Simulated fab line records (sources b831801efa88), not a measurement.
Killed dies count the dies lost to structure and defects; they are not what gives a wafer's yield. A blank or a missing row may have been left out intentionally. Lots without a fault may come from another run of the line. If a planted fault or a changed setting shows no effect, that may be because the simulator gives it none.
The tool behind it: which one? -- flow gf180mcu -- 24 lots, 72 wafers sampled, at 6 steps of a route of 602

## WHAT THE GAUGES SHOWED, per wafer
GF_MVSD_OVL_MEAS_07.
lot,measured,on,MVSD_OVL (nm)
L074,day 4 11:47,overlay-01,0.9 0.5 1.5
L075,day 4 18:50,overlay-01,0.6 0.7 -1.1
L076,day 4 21:43,overlay-01,3.4 3.5 2.2
L077,day 5 05:56,overlay-02,3.2 0.4 2.7
L078,day 5 08:55,overlay-02,3.5 1.5 0.7
L079,day 5 16:01,overlay-02,-0.9 0.2 -0.4
L080,day 6 05:11,overlay-02,2.1 1.4 2.7
L081,day 6 11:43,overlay-02,3.9 2.7 3.4
L082,day 6 13:25,overlay-01,4.1 1.1 2.3
L083,day 6 16:50,overlay-02,0.9 2.2 3.5
L084,day 7 01:02,overlay-02,1.4 0.5 2.7
L085,day 7 05:29,overlay-02,0.8 1.4 1.8
L086,day 7 10:53,overlay-02,2.6 1.1 2.2
L087,day 7 14:53,overlay-01,2.1 0.6 -0.6
L088,day 7 21:29,overlay-01,-0.9 -1.1 0.8
L089,day 8 00:40,overlay-01,0.5 0.3 2.1
L090,day 8 03:59,overlay-02,2.5 1.3 1.2
L091,day 8 11:27,overlay-01,0.4 0.1 2.2
L092,day 8 18:40,overlay-02,1.6 2.2 3.3
L093,day 8 22:54,overlay-02,1.8 3.2 3.4
L094,day 9 04:32,overlay-02,0.9 1.1 2.3
L095,day 9 11:29,overlay-01,1.4 3.9 3.3
L096,day 9 14:34,overlay-01,0.5 0.3 3.2
L097,day 9 22:09,overlay-01,2.9 5.0 1.8

GF_M2_OVL_MEAS_15.
lot,measured,on,M2_OVL (nm)
L074,day 19 01:26,overlay-01,1 -6 -2
L075,day 19 12:16,overlay-01,3 7 10
L076,day 19 14:57,overlay-02,11 6 -1
L077,day 20 06:40,overlay-02,-1 -9 -2
L078,day 20 15:24,overlay-02,-1 0 -2
L079,day 21 02:54,overlay-02,4 0 -5
L080,day 21 16:55,overlay-01,-8 -3 -7
L081,day 22 02:01,overlay-02,-10 -9 -3
L082,day 22 05:31,overlay-01,-1 3 -13
L083,day 22 20:43,overlay-02,-10 -12 -2
L084,day 22 23:46,overlay-02,-5 -13 -7
L085,day 23 09:19,overlay-01,-15 -9 -7
L086,day 23 20:10,overlay-01,-7 1 -9
L087,day 23 22:44,overlay-02,-7 -1 -4
L088,day 24 09:52,overlay-02,-6 -2 -2
L089,day 24 14:38,overlay-01,-6 -12 -11
L090,day 24 20:20,overlay-01,5 -3 -3
L091,day 25 03:09,overlay-02,5 5 -4
L092,day 25 09:12,overlay-02,-13 -7 -2
L093,day 25 16:40,overlay-01,0 -3 5
L094,day 25 20:37,overlay-01,-10 -2 4
L095,day 26 05:31,overlay-01,4 -2 2
L096,day 26 14:24,overlay-02,-2 -1 3
L097,day 26 16:48,overlay-02,-1 -8 0

GF_M4_CD_MEAS_14 targets a cd of 280 nm.
lot,measured,on,cdNm (nm)
L074,day 23 08:41,cdSem-01,278.9 279.5 279.0
L075,day 23 17:18,cdSem-01,280.5 280.2 279.0
L076,day 23 21:39,cdSem-01,281.7 280.8 282.2
L077,day 24 10:51,cdSem-02,279.9 280.1 279.7
L078,day 24 18:58,cdSem-01,281.2 280.8 280.5
L079,day 25 05:04,cdSem-01,281.5 281.0 281.6
L080,day 25 16:53,cdSem-01,280.4 280.0 280.0
L081,day 26 01:20,cdSem-01,278.9 279.2 280.1
L082,day 26 04:59,cdSem-02,280.4 279.9 281.2
L083,day 26 18:30,cdSem-02,282.7 284.5 282.0
L084,day 26 21:26,cdSem-01,280.4 279.5 279.9
L085,day 27 04:30,cdSem-01,279.2 279.1 278.7
L086,day 27 13:54,cdSem-01,281.0 279.9 279.1
L087,day 27 17:30,cdSem-01,279.5 280.7 280.6
L088,day 28 02:47,cdSem-02,279.9 280.5 280.3
L089,day 28 08:08,cdSem-02,281.1 279.6 280.1
L090,day 28 12:14,cdSem-02,281.8 281.1 279.6
L091,day 28 18:55,cdSem-01,281.3 281.2 281.0
L092,day 29 00:26,cdSem-02,279.7 280.9 280.0
L093,day 29 07:16,cdSem-01,278.7 278.6 279.6
L094,day 29 11:33,cdSem-01,281.5 282.1 281.9
L095,day 29 18:51,cdSem-01,279.5 280.1 280.7
L096,day 30 03:19,cdSem-02,281.0 281.5 283.0
L097,day 30 04:35,cdSem-01,279.9 279.9 279.8

## EACH LOT AND THE TOOL THAT RAN IT (in order: tool; ch and the chambers of the sampled wafers; start)
lot,GF_M1_SPUTTER_02,GF_V1_ETCH_16,GF_M2_METAL_ETCH_16
L074,"pvdSputter-02, day 16 02:10","rieDiel-04 ch 1,2,3, day 17 23:41","rieMetal-01 ch 0,1, day 19 01:28"
L075,"pvdSputter-04, day 16 11:18","rieDiel-01 ch 1,2,3, day 18 09:47","rieMetal-03 ch 0,1, day 19 12:17"
L076,"pvdSputter-02, day 16 13:19","rieDiel-02 ch 2,3, day 18 12:10","rieMetal-01 ch 0,1, day 19 15:01"
L077,"pvdSputter-02, day 17 02:26","rieDiel-02 ch 0,1,3, day 19 03:25","rieMetal-01 ch 1, day 20 06:41"
L078,"pvdSputter-03, day 17 11:16","rieDiel-02 ch 0,2,3, day 19 12:32","rieMetal-03 ch 0,1, day 20 15:26"
L079,"pvdSputter-02, day 17 20:49","rieDiel-04 ch 1,2, day 20 00:02","rieMetal-01 ch 0,1, day 21 02:56"
L080,"pvdSputter-04, day 18 11:49","rieDiel-02 ch 0,1,2, day 20 14:59","rieMetal-02 ch 0,1, day 21 16:56"
L081,"pvdSputter-04, day 18 19:26","rieDiel-04 ch 1,2, day 20 22:52","rieMetal-03 ch 0,1, day 22 02:02"
L082,"pvdSputter-02, day 19 00:35","rieDiel-02 ch 1,2,3, day 21 03:46","rieMetal-01 ch 0,1, day 22 05:35"
L083,"pvdSputter-04, day 19 14:49","rieDiel-01 ch 0,1,3, day 21 19:26","rieMetal-02 ch 0,1, day 22 20:44"
L084,"pvdSputter-02, day 19 20:46","rieDiel-02 ch 0,2, day 21 22:49","rieMetal-01 ch 0, day 22 23:49"
L085,"pvdSputter-02, day 20 06:22","rieDiel-01 ch 0,2,3, day 22 09:11","rieMetal-02 ch 0,1, day 23 09:23"
L086,"pvdSputter-03, day 20 17:33","rieDiel-02 ch 1,2, day 22 19:43","rieMetal-03 ch 1, day 23 20:13"
L087,"pvdSputter-04, day 20 21:17","rieDiel-04 ch 0,1, day 22 22:34","rieMetal-03 ch 1, day 23 22:46"
L088,"pvdSputter-03, day 21 09:52","rieDiel-04 ch 0,3, day 23 10:04","rieMetal-02 ch 1, day 24 09:53"
L089,"pvdSputter-03, day 21 13:28","rieDiel-02 ch 0,1,3, day 23 14:37","rieMetal-01 ch 0, day 24 14:40"
L090,"pvdSputter-04, day 21 19:25","rieDiel-02 ch 0,2, day 23 20:13","rieMetal-02 ch 0, day 24 20:22"
L091,"pvdSputter-03, day 22 05:10","rieDiel-02 ch 2,3, day 24 03:58","rieMetal-02 ch 0, day 25 03:17"
L092,"pvdSputter-03, day 22 12:02","rieDiel-04 ch 0,2,3, day 24 10:29","rieMetal-02 ch 1, day 25 09:14"
L093,"pvdSputter-03, day 22 18:32","rieDiel-02 ch 1,2,3, day 24 17:26","rieMetal-03 ch 0,1, day 25 16:43"
L094,"pvdSputter-03, day 22 23:10","rieDiel-01 ch 0,1, day 24 21:47","rieMetal-03 ch 0,1, day 25 20:38"
L095,"pvdSputter-04, day 23 08:12","rieDiel-02 ch 0,1,3, day 25 07:07","rieMetal-03 ch 0,1, day 26 05:32"
L096,"pvdSputter-02, day 23 17:23","rieDiel-04 ch 0,2,3, day 25 15:26","rieMetal-03 ch 0,1, day 26 14:26"
L097,"pvdSputter-04, day 23 21:36","rieDiel-02 ch 1,2,3, day 25 18:29","rieMetal-02 ch 0,1, day 26 16:52"
- GF_M1_SPUTTER_02: material AlCu, target thk 450 nm, time 23.9 s.
- GF_V1_ETCH_16: etches BARC in N2/H2.
- GF_M2_METAL_ETCH_16: etches the open film in Cl2/BCl3, stops on SiO2, target depth 627.5 nm, time 104.6 s.

## WHAT THE TOOLS THEMSELVES READ (means of the sampled wafers that have a number; where no wafer has one, the mark that the record gives instead)
GF_M1_SPUTTER_02.
lot,tool,throttleValvePct (%)
L074,pvdSputter-02,29.5
L075,pvdSputter-04,30.0
L076,pvdSputter-02,30.4
L077,pvdSputter-02,29.7
L078,pvdSputter-03,30.0
L079,pvdSputter-02,29.5
L080,pvdSputter-04,29.4
L081,pvdSputter-04,30.3
L082,pvdSputter-02,30.6
L083,pvdSputter-04,30.1
L084,pvdSputter-02,29.1
L085,pvdSputter-02,30.1
L086,pvdSputter-03,30.0
L087,pvdSputter-04,30.7
L088,pvdSputter-03,30.4
L089,pvdSputter-03,29.5
L090,pvdSputter-04,30.1
L091,pvdSputter-03,29.9
L092,pvdSputter-03,29.4
L093,pvdSputter-03,29.2
L094,pvdSputter-03,29.3
L095,pvdSputter-04,29.8
L096,pvdSputter-02,29.9
L097,pvdSputter-04,29.8

GF_V1_ETCH_16.
lot,tool,drypumpMotorCurrentA (A),oesProductAu (a.u.),rfFwdPowerW (W),throttleValvePct (%)
L074,rieDiel-04,5.8,0.857,491.8,13.224
L075,rieDiel-01,5.7,0.858,497.6,13.216
L076,rieDiel-02,5.7,0.857,491.5,13.236
L077,rieDiel-02,5.4,0.855,494.0,13.226
L078,rieDiel-02,5.6,0.858,494.7,13.227
L079,rieDiel-04,6.2,0.852,493.3,13.222
L080,rieDiel-02,5.5,0.851,493.9,13.226
L081,rieDiel-04,6.2,0.858,495.4,13.225
L082,rieDiel-02,5.4,0.849,493.1,13.229
L083,rieDiel-01,5.4,0.862,496.1,13.224
L084,rieDiel-02,5.7,0.857,495.4,13.221
L085,rieDiel-01,5.8,0.856,495.9,13.224
L086,rieDiel-02,5.5,0.853,492.3,13.228
L087,rieDiel-04,6.3,0.856,493.8,13.218
L088,rieDiel-04,5.9,0.855,493.4,13.225
L089,rieDiel-02,5.4,0.857,494.4,13.227
L090,rieDiel-02,5.7,0.859,493.2,13.219
L091,rieDiel-02,5.7,0.855,492.4,13.222
L092,rieDiel-04,5.7,0.850,493.4,13.224
L093,rieDiel-02,5.4,0.859,492.8,13.221
L094,rieDiel-01,4.9,0.855,496.3,13.223
L095,rieDiel-02,5.4,0.856,495.4,13.229
L096,rieDiel-04,5.7,0.856,495.0,13.221
L097,rieDiel-02,5.4,0.850,494.3,13.213

GF_M2_METAL_ETCH_16.
lot,tool,drypumpMotorCurrentA (A),oesProductAu (a.u.),rfFwdPowerW (W),throttleValvePct (%)
L074,rieMetal-01,6.4,0.977,794.6,28.250
L075,rieMetal-03,5.5,0.980,796.3,28.238
L076,rieMetal-01,6.4,0.967,799.0,28.252
L077,rieMetal-01,6.3,0.967,797.0,28.257
L078,rieMetal-03,5.8,0.972,794.7,28.256
L079,rieMetal-01,6.5,0.973,795.9,28.250
L080,rieMetal-02,5.5,0.970,793.5,28.260
L081,rieMetal-03,5.9,0.965,794.3,28.261
L082,rieMetal-01,6.4,0.975,793.5,28.239
L083,rieMetal-02,5.8,0.972,795.6,28.247
L084,rieMetal-01,6.7,0.971,799.0,28.254
L085,rieMetal-02,5.8,0.972,796.4,28.242
L086,rieMetal-03,6.2,0.975,796.1,28.244
L087,rieMetal-03,6.2,0.976,797.4,28.253
L088,rieMetal-02,6.0,0.970,794.2,28.246
L089,rieMetal-01,6.6,0.980,796.4,28.246
L090,rieMetal-02,5.2,0.969,795.4,28.251
L091,rieMetal-02,5.2,0.975,793.8,28.251
L092,rieMetal-02,6.0,0.976,798.5,28.246
L093,rieMetal-03,5.5,0.972,795.6,28.250
L094,rieMetal-03,5.9,0.964,796.9,28.271
L095,rieMetal-03,5.5,0.967,794.3,28.249
L096,rieMetal-03,5.9,0.969,794.2,28.254
L097,rieMetal-02,5.4,0.973,794.9,28.250

## THE ANSWER, worked out from the rows above alone
Rule: usual is defined by the lots themselves. The widest of any qualifying gaps counts: lots, ordered by their means at a reading, are off when they make up no more than a third of the lots, leave a main group of 4 or more, and stand apart from it by 3 or more times the standard deviation of that group's means. If all means in a main group match to the digits the tables above print for the reading, that group is not used. Also off: a lot with no number at a reading for which 4 or more lots have one. Any other lot the step has rows for is counted as sound. The gauges are gone through in route order, then the tools' own readings, and for those a lot's mean is taken as printed above. At the first step where some lot is off, the reading lying furthest off is the one used; lots without a number count as furthest.
Nothing can be told from this: no lot is off at any reading shown.

## WHAT THE SIMULATOR PUT IN
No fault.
